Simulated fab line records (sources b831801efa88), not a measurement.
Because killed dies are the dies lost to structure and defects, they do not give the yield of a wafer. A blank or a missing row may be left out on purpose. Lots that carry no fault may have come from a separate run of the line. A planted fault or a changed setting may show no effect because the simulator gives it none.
Which tool is to blame? | flow sky130 | 42 wafers from 14 lots sampled at 5 of the route's 708 steps

== WHAT EACH GAUGE READ, for each wafer ==
SKY_LDD_N_OVL_MEAS_07. Usual: for LDD_N_OVL the level is 0.0 nm and the standard deviation is 1.4.
lot  | measured     | on         | LDD_N_OVL (nm) | flag
L387 | day 18 06:43 | overlay-01 | 1.8 0.8 -0.6   | 
L388 | day 18 19:55 | overlay-01 | 0.6 -1.9 -0.6  | 
L391 | day 19 21:22 | overlay-02 | -3.1 -2.3 -1.6 | 
L393 | day 20 11:11 | overlay-01 | 0.0 0.8 1.2    | 
L394 | day 21 03:23 | overlay-01 | -0.2 1.1 -1.8  | 
L395 | day 21 11:45 | overlay-02 | -1.1 -0.2 -0.6 | 
L396 | day 21 17:51 | overlay-01 | 1.2 1.2 -0.5   | 
L397 | day 21 23:55 | overlay-02 | 1.1 -1.0 -1.0  | 
L399 | day 22 13:22 | overlay-01 | -0.8 -0.7 -0.5 | 
L400 | day 23 00:57 | overlay-02 | 1.0 -1.0 0.6   | 
L402 | day 23 19:34 | overlay-02 | 0.0 -0.6 0.0   | 
L407 | day 25 12:10 | overlay-01 | 1.5 1.7 -1.0   | 
L408 | day 25 22:39 | overlay-01 | 0.9 0.1 1.7    | 
L410 | day 26 04:52 | overlay-02 | 1.6 -1.0 -1.9  | 

SKY_LDD_N_TW_MEAS_17. Usual: for LDD_N_TW the level is 2602 and the standard deviation is 17.
lot  | measured     | on           | LDD_N_TW       | flag
L387 | day 18 08:04 | filmMetro-03 | 2600 2593 2591 | 
L388 | day 18 21:16 | filmMetro-02 | 2593 2601 2594 | 
L391 | day 19 22:42 | filmMetro-02 | 2593 2588 2607 | 
L393 | day 20 12:31 | filmMetro-03 | 2599 2601 2609 | 
L394 | day 21 04:43 | filmMetro-02 | 2600 2623 2601 | 
L395 | day 21 13:05 | filmMetro-04 | 2595 2575 2587 | 
L396 | day 21 19:11 | filmMetro-04 | 2590 2579 2581 | 
L397 | day 22 01:16 | filmMetro-04 | 2599 2602 2611 | 
L399 | day 22 14:43 | filmMetro-03 | 2577 2572 2585 | 
L400 | day 23 02:17 | filmMetro-02 | 2596 2624 2619 | 
L402 | day 23 20:55 | filmMetro-02 | 2611 2619 2605 | 
L407 | day 25 13:30 | filmMetro-04 | 2592 2578 2579 | 
L408 | day 25 23:59 | filmMetro-03 | 2588 2606 2586 | 
L410 | day 26 06:13 | filmMetro-03 | 2584 2580 2587 | 

SKY_LDD_P_CD_MEAS_07 targets a cd of 380 nm. Usual: cdNm reads 380.4 nm (standard deviation 2.3).
lot  | measured     | on       | cdNm (nm)         | flag
L387 | day 19 14:37 | cdSem-02 | 383.4 385.5 383.2 | 
L388 | day 20 04:48 | cdSem-02 | 378.1 379.1 378.9 | 
L391 | day 21 05:34 | cdSem-02 | 379.8 381.1 377.2 | 
L393 | day 21 19:38 | cdSem-01 | 383.2 384.7 386.2 | 
L394 | day 22 10:47 | cdSem-01 | 381.5 381.5 378.5 | 
L395 | day 22 20:01 | cdSem-01 | 380.7 382.0 380.4 | 
L396 | day 23 01:29 | cdSem-02 | 377.2 377.0 377.7 | 
L397 | day 23 07:47 | cdSem-02 | 380.8 379.0 378.3 | 
L399 | day 23 21:13 | cdSem-02 | 378.4 379.4 378.7 | 
L400 | day 24 09:00 | cdSem-02 | 379.5 383.3 381.7 | 
L402 | day 25 03:19 | cdSem-01 | 380.8 380.0 381.8 | 
L407 | day 26 19:52 | cdSem-02 | 387.2 384.2 383.8 | 
L408 | day 27 07:00 | cdSem-01 | 379.3 379.5 381.6 | 
L410 | day 27 11:58 | cdSem-02 | 378.5 381.0 382.1 | 

SKY_LDD_HVN_TW_MEAS_10. Usual: for LDD_HVN_TW the level is 1431 and the standard deviation is 12.
lot  | measured     | on           | LDD_HVN_TW     | flag
L387 | day 20 22:13 | filmMetro-01 | 1417 1424 1426 | 
L388 | day 21 12:21 | filmMetro-01 | 1417 1419 1427 | 
L391 | day 22 12:57 | filmMetro-01 | 1410 1413 1417 | 
L393 | day 23 02:31 | filmMetro-03 | 1430 1433 1433 | 
L394 | day 23 18:07 | filmMetro-04 | 1440 1444 1444 | 
L395 | day 24 03:24 | filmMetro-03 | 1437 1443 1435 | 
L396 | day 24 09:06 | filmMetro-03 | 1424 1421 1430 | 
L397 | day 24 14:34 | filmMetro-04 | 1446 1439 1442 | 
L399 | day 25 03:54 | filmMetro-03 | 1440 1433 1434 | 
L400 | day 25 16:13 | filmMetro-04 | 1790 1805 1795 | OFF
L402 | day 26 09:33 | filmMetro-04 | 1440 1444 1446 | 
L407 | day 28 01:39 | filmMetro-03 | 1442 1438 1447 | 
L408 | day 28 12:57 | filmMetro-03 | 1438 1435 1432 | 
L410 | day 28 18:28 | filmMetro-04 | 1790 1806 1809 | OFF

== EACH LOT AND THE TOOL THAT RAN IT (in order: tool; ch and the chambers of the sampled wafers; start) ==
lot  | SKY_LDD_HVN_IMPLANT_08
L387 | implanter-01 ch 0, day 20 21:59
L388 | implanter-04 ch 0, day 21 12:06
L391 | implanter-03 ch 0, day 22 12:42
L393 | implanter-04 ch 0, day 23 02:18
L394 | implanter-04 ch 0, day 23 17:54
L395 | implanter-01 ch 0, day 24 03:09
L396 | implanter-01 ch 0, day 24 08:52
L397 | implanter-03 ch 0, day 24 14:20
L399 | implanter-01 ch 0, day 25 03:40
L400 | implanter-04 ch 0, day 25 15:39
L402 | implanter-01 ch 0, day 26 09:19
L407 | implanter-04 ch 0, day 28 01:24
L408 | implanter-04 ch 0, day 28 12:42
L410 | implanter-01 ch 0, day 28 17:55
- SKY_LDD_HVN_IMPLANT_08

== WHAT THE TOOLS THEMSELVES READ (means of the sampled wafers that have a number; where no wafer has one, the mark that the record gives instead) ==
The record holds no such reading with a usual standard deviation.

== THE ANSWER, worked out from the rows above alone ==
Rule: lot off if the mean of its wafers having a number is beyond 3 standard deviations from the usual mean. Also off: a lot with no number at a reading for which 4 or more lots have one. Where the step has rows for the other lots, those lots are counted as sound. After the gauges, taken in route order, come the tools' own readings; for these a lot's mean is taken, as printed above. At the first step where some lot is off, the reading lying furthest off is the one used; lots without a number count as furthest.
Off: at SKY_LDD_HVN_TW_MEAS_10 (LDD_HVN_TW), L400, L410.
If a tool, at a process step before that reading, ran all the lots that are off and no sound lot after the first of them, it fits. Those tools and the gauges at SKY_LDD_HVN_TW_MEAS_10 are tried in the same way. None of those tried fits.

== WHAT WAS PUT IN BY THE SIMULATOR ==
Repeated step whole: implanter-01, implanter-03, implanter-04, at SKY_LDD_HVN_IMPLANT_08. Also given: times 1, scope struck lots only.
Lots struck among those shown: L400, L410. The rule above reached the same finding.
